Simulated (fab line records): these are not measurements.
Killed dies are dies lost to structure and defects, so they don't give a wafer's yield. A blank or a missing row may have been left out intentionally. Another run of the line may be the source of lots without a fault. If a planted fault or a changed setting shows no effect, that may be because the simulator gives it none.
2 desks looking at one fault	flow gf180mcu	only its own numbers are on each desk; what lay behind them is given at the end

## AT THE METROLOGY DESK
Lot by lot, what the gauges showed, no matter which tool ran the lot: averages of those sampled wafers that carry a number. Marked OUT: a lot whose mean sits more than 4 standard deviations from the usual mean, which makes it out of limits; the brackets give that distance.
Columns: A = cd nm at GF_POLY_GATE_CD_MEAS_10, usual 280.0 nm; B = cd nm at GF_M1_CD_MEAS_14, usual 230.4 nm
lot	first seen here	A	B
L327	day 8 23:55	280.3	231.9
L328	day 9 16:53	279.4	229.4
L329	day 9 20:31	280.2	228.6
L330	day 9 22:14	280.3	229.5
L336	day 12 00:04	279.1	-
L337	day 12 04:20	280.6	-
L338	day 12 11:50	279.8	-
L339	day 12 18:44	280.8	230.7
L340	day 13 01:13	282.3	230.5
L341	day 13 08:22	279.7	231.2
L342	day 13 13:50	278.2	232.4
L345	day 14 14:59	281.4	231.9
L346	day 14 18:09	279.0	231.4
L348	day 15 10:19	278.1	228.9
L349	day 15 17:53	279.2	230.3
This desk's finding: nothing out of limits on any of the 15 lots.

## TOOL OWNER'S DESK, litho track-03
The tool's own readings at GF_HV_LDD_DEVELOP_06 (develop time 60 s): means of the sampled wafers that have a number, for each lot that ran on this tool. Marked OUT: a lot whose mean sits more than 4 standard deviations from the usual mean, which makes it out of limits; the brackets give that distance.
Columns: A = chill plate temp C at GF_HV_LDD_DEVELOP_06, usual 22.99 C
lot	first seen here	A
L328	day 10 12:44	23.07
L339	day 13 16:38	23.11
L345	day 15 15:17	23.24
L346	day 15 18:44	22.95
L348	day 16 09:46	22.90
L349	day 16 18:17	23.13
This desk's finding: nothing out of limits on any of the 6 lots.

## BROUGHT TOGETHER
The metrology desk saw nothing out of limits.
The desk of the tool owner found nothing out of limits.

## WHAT HAD BEEN PUT IN BY THE SIMULATOR
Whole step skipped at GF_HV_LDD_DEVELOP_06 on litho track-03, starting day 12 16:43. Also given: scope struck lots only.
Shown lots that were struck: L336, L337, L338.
